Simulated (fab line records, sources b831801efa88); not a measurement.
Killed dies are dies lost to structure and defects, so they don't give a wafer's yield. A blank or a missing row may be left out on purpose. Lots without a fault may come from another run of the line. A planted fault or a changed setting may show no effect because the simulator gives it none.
Problem report in the 8D (eight disciplines) form, filled by code | flow sky130 | the parts of the form that need people (team, actions taken, sign-off) are left out

1. THE PROBLEM
killed_at_M0_to_M3 at SKY_PAD_OPEN_PROBE_99 reads a mean of 90 on 2 wafers of 2 lots; wafers without a fault read 42 with a standard deviation of 6.8. That is +7.1 standard deviations from the usual mean.
First seen on wafer L677.2, day 46 22:32, on prober-01. The record holds 17 wafers of 7 lots with a number at this step. Rule for "out", or "out of limits": more than 4 standard deviations from the usual mean. The other wafers with a number count as sound.

2. WHAT IT IS AND WHAT IT IS NOT
question                    | is                     | is not
which readings at this step | killed_at_M0_to_M3     | killed_at_M4_up, killed_at_front_end, killed_at_other, killed_short
which lots                  | L677, L678             | L673, L681, L683, L685, L692
which wafers of those lots  | all that have a number | -
read on which tools         | prober-01              | prober-02
when                        | from day 46 22:32      | up to then (3 sound wafers); but 12 sound wafers of L681, L683, L685, L692 came after

3. SUSPECTS, AND WHAT RULES EACH OUT
Counting: a tool at a process step up to the reading stays a suspect if it ran every lot that is out and no sound lot after the first of them.
- pvd_sputter-03 at SKY_METAL3_SPUTTER_04 (material TiN, target thk 70 nm, time 58.3 s): kept. It ran every lot that is out, first L677 (day 37 18:49), and no sound lot after that; its last sound lot up to then is L673 (day 37 00:36).
- rie_diel-04 at SKY_PAD_OPEN_ETCH_07 (etches the open film in CF4/O2, stops on AlCu, target depth 725 nm, time 161.1 s): ruled out as a lasting fault. Sound lots L681 ran on it after its first lot that is out, L677 (day 46 20:10).
- prober-01 at SKY_PAD_OPEN_PROBE_99: ruled out as a lasting fault. Sound lots L681, L683, L685 ran on it after its first lot that is out, L677 (day 46 22:32).
Left after counting: pvd_sputter-03 at SKY_METAL3_SPUTTER_04.

4. THE CAUSE (what the simulator had put in)
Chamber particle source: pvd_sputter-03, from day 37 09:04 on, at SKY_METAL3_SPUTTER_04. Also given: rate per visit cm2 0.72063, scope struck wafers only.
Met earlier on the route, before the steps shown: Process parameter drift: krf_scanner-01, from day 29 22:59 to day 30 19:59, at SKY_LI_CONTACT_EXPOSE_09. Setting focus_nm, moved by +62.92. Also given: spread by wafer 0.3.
Counting left only this tool.

5. THE CHAIN OF EFFECTS, in route order
Each row: a reading whose mean over the struck wafers that have a number lies more than 3 standard deviations from the usual. Only readings for which the record gives a usual standard deviation are gone through. hours: the time from each lot's start at the first step in this table that gives one to its start at this step, as a median over the lots. sigmas: the change in usual standard deviations.
hours | step                  | reading            | usual | on struck wafers | change | sigmas
0     | SKY_PAD_OPEN_PROBE_99 | killed_at_M0_to_M3 | 42    | 90               | +48    | +7.1
0     | SKY_PAD_OPEN_PROBE_99 | killed_dies        | 87    | 120              | +34    | +3.5
The process steps in it:
- SKY_PAD_OPEN_PROBE_99

6. WHAT WOULD HAVE CAUGHT IT SOONER
In this record the first reading out of limits was taken at day 46 22:32, 229 hours after the fault began at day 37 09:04.
Of the tool readings at SKY_METAL3_SPUTTER_04 for which the record gives a usual standard deviation, none was out on any struck wafer, so an alarm limit of 4 standard deviations on them would not have fired.
All the lots that are out (2) had begun SKY_METAL3_SPUTTER_04 on pvd_sputter-03 by day 46 22:32. A hold on the tool at that time would have spared none of them.
